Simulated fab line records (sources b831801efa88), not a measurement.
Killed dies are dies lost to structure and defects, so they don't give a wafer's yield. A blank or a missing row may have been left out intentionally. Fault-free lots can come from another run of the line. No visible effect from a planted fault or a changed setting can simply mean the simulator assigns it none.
The tool behind it: which one? + flow gf180mcu + 11 lots with 33 wafers sampled at 3 steps, on a route of 602 steps

== WHAT EACH GAUGE READ, for each wafer ==
GF_V1_THK_MEAS_03.
| lot  | measured     | on            | V1_CVD_02_THK (nm) |
|------|--------------|---------------|--------------------|
| L434 | day 17 16:28 | film-metro-03 | 833 852 859        |
| L436 | day 18 14:34 | film-metro-04 | 853 838 865        |
| L438 | day 19 15:10 | film-metro-01 | 842 847 850        |
| L442 | day 20 18:10 | film-metro-04 | 834 854 855        |
| L444 | day 21 03:25 | film-metro-03 | 846 853 859        |
| L445 | day 21 23:26 | film-metro-01 | 854 867 860        |
| L447 | day 22 18:09 | film-metro-04 | 847 843 853        |
| L449 | day 22 23:07 | film-metro-03 | 833 845 855        |
| L448 | day 23 00:20 | film-metro-04 | 850 854 713        |
| L454 | day 24 18:10 | film-metro-03 | 836 850 845        |
| L456 | day 25 14:09 | film-metro-01 | 849 860 863        |

== TOOL THAT RAN EACH LOT (tool first, then ch and the chambers of the sampled wafers, then the start) ==
| lot  | GF_M1_STRIP_17                       | GF_V1_CVD_02                    |
|------|--------------------------------------|---------------------------------|
| L434 | plasma-asher-03 ch 0,1, day 17 15:44 | pecvd-02 ch 0,1,2, day 17 16:24 |
| L436 | plasma-asher-04 ch 0,1, day 18 13:47 | pecvd-04 ch 0,1, day 18 14:29   |
| L438 | plasma-asher-03 ch 0,1, day 19 14:26 | pecvd-02 ch 0,1, day 19 15:06   |
| L442 | plasma-asher-02 ch 0,1, day 20 17:17 | pecvd-04 ch 0,2, day 20 18:05   |
| L444 | plasma-asher-02 ch 0,1, day 21 02:40 | pecvd-04 ch 0,2, day 21 03:19   |
| L445 | plasma-asher-03 ch 0,1, day 21 22:37 | pecvd-01 ch 0,1, day 21 23:21   |
| L447 | plasma-asher-03 ch 0,1, day 22 17:25 | pecvd-01 ch 0,1,2, day 22 18:05 |
| L449 | plasma-asher-03 ch 0, day 22 22:21   | pecvd-02 ch 0,1, day 22 23:01   |
| L448 | plasma-asher-02 ch 0,1, day 22 23:32 | pecvd-04 ch 0,1,2, day 23 00:16 |
| L454 | plasma-asher-04 ch 0,1, day 24 17:18 | pecvd-01 ch 0,1,2, day 24 18:04 |
| L456 | plasma-asher-02 ch 0,1, day 25 13:23 | pecvd-02 ch 0,2, day 25 14:05   |
- GF_M1_STRIP_17: strips in O2/N2.
- GF_V1_CVD_02: deposits SiO2 from TEOS, target thk 850 nm, time 94.851 s.

== THE ANSWER, worked out from the rows above alone ==
Rule: the usual values come from the lots themselves. The widest of any qualifying gaps counts: lots, ordered by their means at a reading, are off when they make up no more than a third of the lots, leave a main group of 4 or more, and stand apart from it by 3 or more times the standard deviation of that group's means. Not used: any main group whose means are identical at the precision the tables above print for the reading. A lot without any number at a reading at which 4 lots or more have one is off too. The other lots that the step has rows for count as sound.
Off: L448, at GF_V1_THK_MEAS_03 (V1_CVD_02_THK). Mean 850 nm and standard deviation 5.2 in the main group.
A tool fits if, at a process step before that reading, it ran every lot that is off, and no sound lot after the first of them. Those tools and the gauges at GF_V1_THK_MEAS_03 are tried in the same way. 2 tools fit, pecvd-04 at GF_V1_CVD_02 and film-metro-04 at GF_V1_THK_MEAS_03, so this cannot tell which one it is.

== WHAT THE SIMULATOR PUT IN ==
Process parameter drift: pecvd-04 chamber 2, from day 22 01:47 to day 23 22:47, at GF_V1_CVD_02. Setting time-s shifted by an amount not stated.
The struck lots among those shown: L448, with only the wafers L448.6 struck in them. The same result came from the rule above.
